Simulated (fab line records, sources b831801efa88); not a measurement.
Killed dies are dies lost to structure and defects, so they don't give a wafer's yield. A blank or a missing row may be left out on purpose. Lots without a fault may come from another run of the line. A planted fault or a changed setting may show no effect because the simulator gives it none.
One fault seen from 2 desks | flow gf180mcu | each desk has only its own numbers; what lay behind them comes last

THE METROLOGY DESK
What the gauges read, lot by lot, whatever tool the lot ran on: means of the sampled wafers that have a number. A lot is out of limits, marked OUT, if its mean lies more than 4 standard deviations from the usual mean; the brackets give that distance.
Columns: A = HV_LDD_3_TW at GF_HV_LDD_TW_MEAS_38, usual 1438; B = CONTACT_CVD_00_THK at GF_CONTACT_THK_MEAS_01, usual 298 nm
lot  | first seen here | A    | B
L661 | day 11 11:47    | 1441 | 299
L663 | day 12 09:56    | 1437 | 294
L664 | day 12 10:41    | 1429 | 298
L665 | day 12 17:40    | 1445 | 295
L666 | day 13 08:44    | 1431 | 296
L667 | day 13 14:17    | 1434 | 299
L669 | day 14 20:50    | 1449 | 350 (+17) OUT
L670 | day 14 23:47    | 1448 | 350 (+17) OUT
L679 | day 18 05:38    | 1443 | 298
L680 | day 18 11:02    | 1440 | 302
L682 | day 18 18:41    | 1433 | 294
L681 | day 18 20:21    | 1445 | 300
L683 | day 19 12:16    | 1439 | 301
This desk's finding: out of limits on L669, L670; first on L669, day 18 17:07 (CONTACT_CVD_00_THK at GF_CONTACT_THK_MEAS_01). In limits: L661, L663, L664, L665, L666, L667, L679, L680, L682, L681, L683.

THE TOOL OWNER'S DESK: hdpcvd-01
The tool's own readings at GF_CONTACT_CVD_00 (deposits SiO2, target thk 300 nm, time 50 s): means of the sampled wafers that have a number, for each lot that ran on this tool. A lot is out of limits, marked OUT, if its mean lies more than 4 standard deviations from the usual mean; the brackets give that distance.
Columns: A = sih4_flow_sccm at GF_CONTACT_CVD_00, usual 59.99 sccm
lot  | first seen here | A
L661 | day 15 00:29    | 59.81
L663 | day 16 00:08    | 59.81
L664 | day 16 02:35    | 59.98
L665 | day 16 09:02    | 59.92
L666 | day 17 01:02    | 59.99
L669 | day 18 17:04    | 70.06 (+56) OUT
L670 | day 18 22:32    | 69.97 (+55) OUT
L680 | day 22 15:08    | 60.06
L682 | day 22 22:14    | 59.95
L681 | day 23 01:25    | 59.89
L683 | day 23 15:23    | 59.93
This desk's finding: out of limits on L669, L670; first on L669, day 18 17:04 (sih4_flow_sccm at GF_CONTACT_CVD_00). In limits: L661, L663, L664, L665, L666, L680, L682, L681, L683.

PUT TOGETHER
The tool owner's desk could have raised an alarm at day 18 17:04, on L669, L670.
The metrology desk could have raised an alarm at day 18 17:07, on L669, L670.
Of the lots named, all ran GF_CONTACT_CVD_00 on hdpcvd-01.

WHAT THE SIMULATOR HAD PUT IN
Process parameter drift: hdpcvd-01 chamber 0, from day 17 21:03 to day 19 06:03, at GF_CONTACT_CVD_00. Setting sih4_flow_sccm, moved by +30, from 60. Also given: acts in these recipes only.
Lots struck among those shown: L669, L670.
Hours from the fault's start to each desk's first reading out of limits: the tool owner's desk, 20; the metrology desk, 20.
